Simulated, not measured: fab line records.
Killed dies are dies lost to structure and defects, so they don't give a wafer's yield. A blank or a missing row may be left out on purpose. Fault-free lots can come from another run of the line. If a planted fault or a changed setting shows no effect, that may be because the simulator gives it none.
fab line records ; flow sky130
[record] lots = 11; wafers = 33; lastDay = 50
route steps=708 shown VT_ADJUST_NCORE@123 METAL1@454 VIA1@481 PAD_OPEN@708
lots that met no fault: taken from a fault-free run of the same line
startH: start of the lot's first displayed wafer, in hours after the record's first day ; waitH: how many hours have passed since the lot's step before this one ; " identical to the entry in the row above ; L1.1+2: one row covering several wafers at once ; - no value, or no start was given ; * or withheld: withheld ; < > ~ a bound
route shown NAME@n: a module of which the file shows steps, and the number in the route of the first ; usual: mean and standard deviation over wafers with no fault ; same: alike in all rows ; chamber/n: place in a boat ; sites: the reading at each site ; _std_site: how widely they spread, as a standard deviation ; _edge_site: inner sites' mean taken away from outer sites' mean ; radiusMm: for every site, how far away it sits from the centre of the wafer ; mask NAME#n: copy n ; behind: the tool/chamber that last shaped the wafer ; hold: what put the lot on hold/how long, in hours/how the hold closed ; device: whichever transistor did not switch (one of n, p or np) ; end of line: at the end of the route, the tests of the same wafers ; where a step has no rows: the recipe by itself ; killed: dies that structure and defects cost at the first sort, which is not the same as the wafer's yield ; map: the dies of a wafer, with x for killed, . for not killed, _ for no die there
set.NAME: the setting as run; set.NAME@STEP: as run at that earlier step ; model.NAME: the simulator's own value behind a step, which no gauge read
a sample of lots followed through the steps of the route, with each step as a table and each wafer as a row
services: when a tool's chamber went out of use (startH, in hours from the record's first day, below 0 if earlier), for how many hours, and the reason
[[steps]]
[step SKY_VT_ADJUST_NCORE_EXPOSE_04]
[recipe] maskId = LVTN_COMPLEMENT_THIN; na = 0.6; sourceShape = conventional; sigmaOuter = 0.6; polarization = unpolarized; targetCdNm = 380; doseMj = 139
[usual] reticleTempC = 23.04/0.1
lot.wafer;tool;chamber;startH;waitH;mask;reticleTempC
L276.2;ilineStepper-01;0;190.89;-;LVTN_COMPLEMENT_THIN#0;23.13
L276.3;ilineStepper-01;0;190.89;-;LVTN_COMPLEMENT_THIN#0;22.85
L276.5;ilineStepper-01;0;190.89;-;LVTN_COMPLEMENT_THIN#0;22.89
L275.2;ilineStepper-02;0;192.44;-;LVTN_COMPLEMENT_THIN#0;22.92
L275.3;ilineStepper-02;0;192.44;-;LVTN_COMPLEMENT_THIN#0;22.95
L275.6;ilineStepper-02;0;192.44;-;LVTN_COMPLEMENT_THIN#0;22.86
L277.1;ilineStepper-01;0;202.87;-;LVTN_COMPLEMENT_THIN#0;23.12
L277.3;ilineStepper-01;0;202.87;-;LVTN_COMPLEMENT_THIN#0;23.14
L277.5;ilineStepper-01;0;202.87;-;LVTN_COMPLEMENT_THIN#0;23.13
L278.2;ilineStepper-01;0;204.73;-;LVTN_COMPLEMENT_THIN#0;22.98
L278.3;ilineStepper-01;0;204.73;-;LVTN_COMPLEMENT_THIN#0;23.08
L278.4;ilineStepper-01;0;204.73;-;LVTN_COMPLEMENT_THIN#0;23.16
L279.1;ilineStepper-01;0;212.59;-;LVTN_COMPLEMENT_THIN#0;23.01
L279.3;ilineStepper-01;0;212.59;-;LVTN_COMPLEMENT_THIN#0;23.02
L279.6;ilineStepper-01;0;212.59;-;LVTN_COMPLEMENT_THIN#0;23.06
L280.3;ilineStepper-01;0;221.13;-;LVTN_COMPLEMENT_THIN#0;23.07
L280.4;ilineStepper-01;0;221.13;-;LVTN_COMPLEMENT_THIN#0;23.14
L280.6;ilineStepper-01;0;221.13;-;LVTN_COMPLEMENT_THIN#0;23.11
L281.1;ilineStepper-02;0;229.87;-;LVTN_COMPLEMENT_THIN#0;22.87
L281.2;ilineStepper-02;0;229.87;-;LVTN_COMPLEMENT_THIN#0;23.18
L281.5;ilineStepper-02;0;229.87;-;LVTN_COMPLEMENT_THIN#0;22.96
L284.2;ilineStepper-01;0;248.50;-;LVTN_COMPLEMENT_THIN#0;22.90
L284.3;ilineStepper-01;0;248.50;-;LVTN_COMPLEMENT_THIN#0;23.05
L284.6;ilineStepper-01;0;248.50;-;LVTN_COMPLEMENT_THIN#0;22.95
L289.1;ilineStepper-01;0;297.18;-;LVTN_COMPLEMENT_THIN#0;23.11
L289.3;ilineStepper-01;0;297.18;-;LVTN_COMPLEMENT_THIN#0;22.99
L289.5;ilineStepper-01;0;297.18;-;LVTN_COMPLEMENT_THIN#0;23.05
L290.1;ilineStepper-01;0;308.43;-;LVTN_COMPLEMENT_THIN#0;22.85
L290.2;ilineStepper-01;0;308.43;-;LVTN_COMPLEMENT_THIN#0;22.82
L290.4;ilineStepper-01;0;308.43;-;LVTN_COMPLEMENT_THIN#0;22.85
L293.2;ilineStepper-02;0;317.24;-;LVTN_COMPLEMENT_THIN#0;23.05
L293.3;ilineStepper-02;0;317.24;-;LVTN_COMPLEMENT_THIN#0;22.92
L293.6;ilineStepper-02;0;317.24;-;LVTN_COMPLEMENT_THIN#0;23.06
[step SKY_VT_ADJUST_NCORE_OVL_MEAS_08]
[usual] VT_ADJUST_NCORE_OVL = 1.5/1.5
lot.wafer;tool;chamber;startH;waitH;VT_ADJUST_NCORE_OVL[nm]
L276.2;overlay-01;-;201.83;0.1;4.5
L276.3;overlay-01;-;201.83;0.1;3.3
L276.5;overlay-01;-;201.83;0.1;3.7
L275.2;overlay-01;-;202.99;0.1;-0.2
L275.3;overlay-01;-;202.99;0.1;-0.1
L275.6;overlay-01;-;202.99;0.1;-0.7
L277.1;overlay-02;-;213.72;0.1;2.8
L277.3;overlay-02;-;213.72;0.1;1.4
L277.5;overlay-02;-;213.72;0.1;2.2
L278.2;overlay-01;-;216.44;0.1;1.0
L278.3;overlay-01;-;216.44;0.1;1.0
L278.4;overlay-01;-;216.44;0.1;0.9
L279.1;overlay-02;-;223.68;0.1;1.9
L279.3;overlay-02;-;223.68;0.1;2.0
L279.6;overlay-02;-;223.68;0.1;0.9
L280.3;overlay-02;-;232.22;0.1;1.3
L280.4;overlay-02;-;232.22;0.1;0.0
L280.6;overlay-02;-;232.22;0.1;1.0
L281.1;overlay-02;-;242.12;0.1;0.4
L281.2;overlay-02;-;242.12;0.1;1.9
L281.5;overlay-02;-;242.12;0.1;1.4
L284.2;overlay-02;-;260.67;0.1;1.0
L284.3;overlay-02;-;260.67;0.1;0.7
L284.6;overlay-02;-;260.67;0.1;0.2
L289.1;overlay-01;-;309.08;0.1;208.2
L289.3;overlay-01;-;309.08;0.1;207.9
L289.5;overlay-01;-;309.08;0.1;206.3
L290.1;overlay-01;-;321.72;0.1;206.3
L290.2;overlay-01;-;321.72;0.1;208.0
L290.4;overlay-01;-;321.72;0.1;208.0
L293.2;overlay-02;-;329.53;0.1;-0.2
L293.3;overlay-02;-;329.53;0.1;-0.7
L293.6;overlay-02;-;329.53;0.1;-0.4
[step SKY_METAL1_STRIP_20]
[recipe] chemistry = O2/N2; powerW = 1400; pressureMtorr = 1500; platenTempC = withheld; o2FlowSccm = 3000; n2FlowSccm = 300; overashFraction = 0.5
[usual] drypumpMotorCurrentA = 5.4/0.44; oesProductAu = 0.344/0.0055; stripTimeToEndpointS = 2.71/0.059
lot.wafer;tool;chamber;startH;waitH;drypumpMotorCurrentA;oesProductAu;rfHoursCounterH;stripTimeToEndpointS
L276.2;plasmaAsher-03;0;801.28;0.1;6.0;0.345;5;2.63
L276.3;plasmaAsher-03;0;801.28;0.1;6.0;0.342;-;2.66
L276.5;plasmaAsher-03;1;801.28;0.1;5.0;0.346;-;2.64
L275.2;plasmaAsher-03;0;801.94;0.1;6.0;0.337;5;2.73
L275.3;plasmaAsher-03;1;801.94;0.1;5.0;0.340;-;2.73
L275.6;plasmaAsher-03;1;801.94;0.1;5.0;0.349;-;2.69
L277.1;plasmaAsher-04;1;803.05;0.1;5.0;0.345;64;2.68
L277.3;plasmaAsher-04;1;803.05;0.1;5.1;0.347;-;2.72
L277.5;plasmaAsher-04;0;803.05;0.1;5.7;0.339;-;2.68
L278.2;plasmaAsher-03;1;806.20;0.1;5.0;0.342;6;2.73
L278.3;plasmaAsher-03;1;806.20;0.1;5.0;0.343;-;2.71
L278.4;plasmaAsher-03;0;806.20;0.1;6.0;0.346;-;2.69
L279.1;plasmaAsher-04;1;811.10;0.1;5.1;0.345;65;2.75
L279.3;plasmaAsher-04;0;811.10;0.1;5.7;0.338;-;2.66
L279.6;plasmaAsher-04;0;811.10;0.1;5.7;0.337;-;2.66
L280.3;plasmaAsher-01;0;820.33;0.1;4.9;0.350;-;2.67
L280.4;plasmaAsher-01;1;820.33;0.1;5.8;0.347;-;2.77
L280.6;plasmaAsher-01;0;820.33;0.1;4.9;0.347;-;2.79
L281.1;plasmaAsher-03;0;832.14;0.1;6.0;0.346;9;2.65
L281.2;plasmaAsher-03;1;832.14;0.1;5.0;0.347;9;2.79
L281.5;plasmaAsher-03;1;832.14;0.1;4.9;0.353;-;2.77
L284.2;plasmaAsher-03;0;846.73;0.1;6.0;0.329;11;2.66
L284.3;plasmaAsher-03;1;846.73;0.1;4.9;0.342;-;2.64
L284.6;plasmaAsher-03;1;846.73;0.1;5.0;0.345;-;2.68
L289.1;plasmaAsher-04;1;899.40;0.1;5.0;0.347;74;2.63
L289.3;plasmaAsher-04;0;899.40;0.1;5.7;0.342;-;2.60
L289.5;plasmaAsher-04;1;899.40;0.1;5.0;0.335;-;2.62
L290.1;plasmaAsher-04;0;910.95;0.1;5.7;0.337;75;2.62
L290.2;plasmaAsher-04;1;910.95;0.1;5.1;0.346;75;2.76
L290.4;plasmaAsher-04;1;910.95;0.1;5.1;0.340;-;2.60
L293.2;plasmaAsher-01;0;923.69;0.1;4.9;0.346;49;2.74
L293.3;plasmaAsher-01;1;923.69;0.1;5.8;0.345;-;2.73
L293.6;plasmaAsher-01;1;923.69;0.1;5.8;0.340;-;2.74
[step SKY_VIA1_THK_MEAS_23]
[recipe] thkMeasGauge = xrf; reads = W_of_VIA1_CVD_21
[usual] VIA1_W_THK = 273/4.5
lot.wafer;tool;chamber;startH;waitH;VIA1_W_THK[nm]
L276.2;filmMetro-01;-;829.67;0.1;275
L276.3;filmMetro-01;-;829.67;0.1;270
L276.5;filmMetro-01;-;829.67;0.1;272
L275.2;filmMetro-04;-;830.82;0.1;277
L275.3;filmMetro-04;-;830.82;0.1;275
L275.6;filmMetro-04;-;830.82;0.1;275
L277.1;filmMetro-04;-;831.65;0.1;278
L277.3;filmMetro-04;-;831.65;0.1;277
L277.5;filmMetro-04;-;831.65;0.1;276
L278.2;filmMetro-02;-;834.92;0.1;270
L278.3;filmMetro-02;-;834.92;0.1;268
L278.4;filmMetro-02;-;834.92;0.1;269
L279.1;filmMetro-01;-;839.76;0.1;278
L279.3;filmMetro-01;-;839.76;0.1;274
L279.6;filmMetro-01;-;839.76;0.1;277
L280.3;filmMetro-04;-;848.69;0.1;281
L280.4;filmMetro-04;-;848.69;0.1;277
L280.6;filmMetro-04;-;848.69;0.1;283
L281.1;filmMetro-01;-;860.36;0.1;264
L281.2;filmMetro-01;-;860.36;0.1;269
L281.5;filmMetro-01;-;860.36;0.1;266
L284.2;filmMetro-01;-;874.99;0.1;271
L284.3;filmMetro-01;-;874.99;0.1;269
L284.6;filmMetro-01;-;874.99;0.1;270
L289.1;filmMetro-04;-;927.40;0.1;274
L289.3;filmMetro-04;-;927.40;0.1;279
L289.5;filmMetro-04;-;927.40;0.1;278
L290.1;filmMetro-01;-;937.79;0.1;276
L290.2;filmMetro-01;-;937.79;0.1;272
L290.4;filmMetro-01;-;937.79;0.1;274
L293.2;filmMetro-04;-;950.43;0.1;271
L293.3;filmMetro-04;-;950.43;0.1;271
L293.6;filmMetro-04;-;950.43;0.1;271
[step SKY_VIA1_CMP_24]
[recipe] stopOn = SiO2; tOverpolishS = 15; downForcePsi = 3.5; platenRpm = 60; targetThkNm = 0; padVelocityMS = 0.94248
[usual] motorCurrentA = 11.6/1.3; overpolishRunS = 15.000/0.0097; slurryFilterDpKPa = 13.50/0.15; timeToEndpointS = 65/4.2
lot.wafer;tool;chamber;startH;waitH;motorCurrentA;overpolishRunS;slurryFilterDpKPa;timeToEndpointS
L276.2;cmp-01;0;829.72;0.0;11.8;14.998;13.28;76
L276.3;cmp-01;2;829.72;0.0;11.7;14.979;13.48;63
L276.5;cmp-01;0;829.72;0.0;12.0;15.009;13.65;76
L275.2;cmp-01;1;830.97;0.1;13.3;15.014;13.38;59
L275.3;cmp-01;2;830.97;0.1;11.0;15.014;13.62;59
L275.6;cmp-01;0;830.97;0.1;11.8;14.999;13.51;65
L277.1;cmp-02;2;831.76;0.1;13.2;15.002;13.46;66
L277.3;cmp-02;0;831.76;0.1;9.5;15.002;13.73;70
L277.5;cmp-02;1;831.76;0.1;11.9;15.015;13.50;72
L278.3;cmp-02;1;835.02;0.1;11.6;14.993;13.50;63
L278.2;cmp-02;2;835.02;0.1;13.6;15.010;13.52;60
L278.4;cmp-02;3;835.02;0.1;8.9;15.007;13.85;59
L279.1;cmp-01;3;839.82;0.1;11.3;15.017;13.22;66
L279.3;cmp-01;1;839.82;0.1;12.8;15.002;13.58;61
L279.6;cmp-01;3;839.82;0.1;11.1;15.001;13.18;65
L280.3;cmp-01;1;848.73;0.0;13.0;15.011;13.45;60
L280.4;cmp-01;0;848.73;0.0;11.0;15.008;13.42;67
L280.6;cmp-01;1;848.73;0.0;12.8;14.995;13.58;61
L281.1;cmp-02;1;860.47;0.1;12.2;14.981;13.50;67
L281.2;cmp-02;2;860.47;0.1;13.3;14.988;13.66;62
L281.5;cmp-02;1;860.47;0.1;11.7;15.012;13.66;66
L284.2;cmp-02;1;875.09;0.1;11.9;14.998;13.38;69
L284.3;cmp-02;2;875.09;0.1;12.5;15.002;13.46;60
L284.6;cmp-02;0;875.09;0.1;10.5;15.008;13.68;69
L289.1;cmp-02;1;927.56;0.1;11.6;14.994;13.35;65
L289.3;cmp-02;2;927.56;0.1;12.3;14.991;13.28;61
L289.5;cmp-02;0;927.56;0.1;9.6;15.000;13.40;65
L290.4;cmp-01;1;937.85;0.0;13.0;15.001;13.40;64
L290.2;cmp-01;3;937.85;0.0;12.2;15.004;13.59;66
L290.1;cmp-01;0;937.85;0.0;11.7;15.011;13.61;72
L293.3;cmp-01;2;950.58;0.1;11.6;15.003;13.55;61
L293.2;cmp-01;3;950.58;0.1;12.0;15.006;13.59;64
L293.6;cmp-01;1;950.58;0.1;13.1;14.978;13.67;61
[step SKY_PAD_OPEN_PROBE_99]
[usual] killed_at_M0_to_M3 = 45/7.5; killed_at_M4_up = 2.8/1.9; killedAtContacts = 25/5.5; killedAtFrontEnd = 14/4; killedAtOther = 0.3/0.75; killedDies = 87/9.4; killedOpen = 47/6.6; killedShort = 39/6.6
[same] grossDies = 492; killedAtBackSide = 0
lot.wafer;tool;chamber;startH;waitH;killed_at_M0_to_M3;killed_at_M4_up;killedAtContacts;killedAtFrontEnd;killedAtOther;killedDies;killedOpen;killedShort
L289.1;prober-01;-;1180.96;0.1;56;1;22;36;0;115;37;56
L289.3;prober-01;-;1181.06;0.2;34;4;24;42;0;104;46;36
L289.5;prober-01;-;1181.16;0.2;54;2;25;34;0;115;47;48
L290.1;prober-02;-;1188.07;0.1;46;0;17;43;1;107;45;37
L290.2;prober-02;-;1188.12;0.1;45;5;20;34;0;104;41;42
L290.4;prober-02;-;1188.22;0.2;47;1;16;30;0;94;42;29
// killed by level:class
L289.1 VT_ADJUST_NCORE:overlay=22 METAL1:geometricParticle:short=9 METAL2:geometricParticle:short=8 VIA2:geometricParticle:open=7 CONTACT:geometricParticle:open=6 VIA1:geometricParticle:open=6 CONTACT:geometricParticle:short=5 VIA1:geometricParticle:short=5
L289.3 VT_ADJUST_NCORE:overlay=22 VIA1:geometricParticle:open=11 CONTACT:geometricParticle:open=8 LI_CONTACT:geometricParticle:open=6 VIA3:geometricParticle:open=5 POLY_GATE:geometricParticle:open=4 SPACER:geometricParticle:open=4 LI_CONTACT:geometricParticle:short=4
L289.5 VT_ADJUST_NCORE:overlay=20 CONTACT:geometricParticle:open=12 VIA1:geometricParticle:open=11 METAL1:geometricParticle:short=7 METAL2:geometricParticle:short=7 VIA1:geometricParticle:short=5 LI_CONTACT:geometricParticle:open=5 LOCAL_INTERCONNECT:geometricParticle:short=5
L290.1 VT_ADJUST_NCORE:overlay=25 VIA1:geometricParticle:open=15 FIELD_ISO:geometricParticle:short=6 METAL1:geometricParticle:short=6 POLY_GATE:geometricParticle:open=5 LOCAL_INTERCONNECT:geometricParticle:short=5 CONTACT:geometricParticle:open=5 VIA2:geometricParticle:open=5
L290.2 VT_ADJUST_NCORE:overlay=21 VIA1:geometricParticle:open=8 VIA1:geometricParticle:short=8 LI_CONTACT:geometricParticle:open=7 VIA3:geometricParticle:open=7 METAL1:geometricParticle:short=6 CONTACT:geometricParticle:open=5 VIA2:geometricParticle:open=5
L290.4 VT_ADJUST_NCORE:overlay=23 VIA1:geometricParticle:open=12 VIA1:geometricParticle:short=9 LI_CONTACT:geometricParticle:open=8 VIA3:geometricParticle:open=6 METAL2:geometricParticle:short=5 METAL1:geometricParticle:short=4 VIA2:geometricParticle:open=4
[[services]]
tool;chamber;startH;hours;kind
cmp-01;-;172.87;0.4;repair
cmp-01;-;229.20;2.3;repair
cmp-01;-;232.00;4.0;pm
ilineStepper-01;-;248.73;1.5;repair
cmp-01;-;251.99;1.2;repair
ilineStepper-01;-;273.92;14.2;repair
ilineStepper-01;-;288.09;2.1;pm
ilineStepper-01;-;290.17;4.4;pm
ilineStepper-01;-;294.62;1.7;pm
cmp-01;-;321.43;9.9;pm
cmp-01;-;333.82;5.1;pm
cmp-01;-;360.40;0.9;repair
cmp-01;-;364.30;1.3;repair
cmp-01;-;449.56;4.4;pm
cmp-01;-;459.42;2.6;repair
ilineStepper-01;-;512.78;1.7;pm
cmp-01;-;552.22;1.1;repair
cmp-01;-;569.10;0.8;repair
cmp-01;-;572.00;4.0;pm
cmp-01;-;694.41;0.8;repair
ilineStepper-01;-;730.96;1.7;pm
ilineStepper-01;-;759.47;2.6;repair
cmp-01;-;816.18;3.3;repair
ilineStepper-01;-;949.14;1.7;pm
[[key]]
[firstSign] step = SKY_VT_ADJUST_NCORE_OVL_MEAS_08; reading = VT_ADJUST_NCORE_OVL; direction = up; sigmas = 99+; usual = 1.5; struck = 207.5
[effect] step = SKY_PAD_OPEN_PROBE_99; reading = killedAtFrontEnd; direction = up; sigmas = 5.6; usual = 14; struck = 36
[moreKillsBornAt] SKY_VT_ADJUST_NCORE_EXPOSE_04@ilineStepper-01 = 133
metAt SKY_VT_ADJUST_NCORE_EXPOSE_04
struckLots L289,L290
testerLeftOut L289,L290
notActingAt SKY_METAL1_STRIP_20,SKY_VIA1_THK_MEAS_23,SKY_VIA1_CMP_24
onsetBetween 248.50 297.18
[fault] kind = scannerMatchingOverlay; tool = ilineStepper-01; chamber = -; onsetH = 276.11; steps = SKY_VT_ADJUST_NCORE_EXPOSE_04; offset = 203.9
// testerLeftOut: of these lots the tester's yield and bins aren't shown, on N5 and GAA mostly nor the transistor test; their killed dies are dies lost to structure and defects alone, not to doping, threshold or leakage, so they don't give the yield
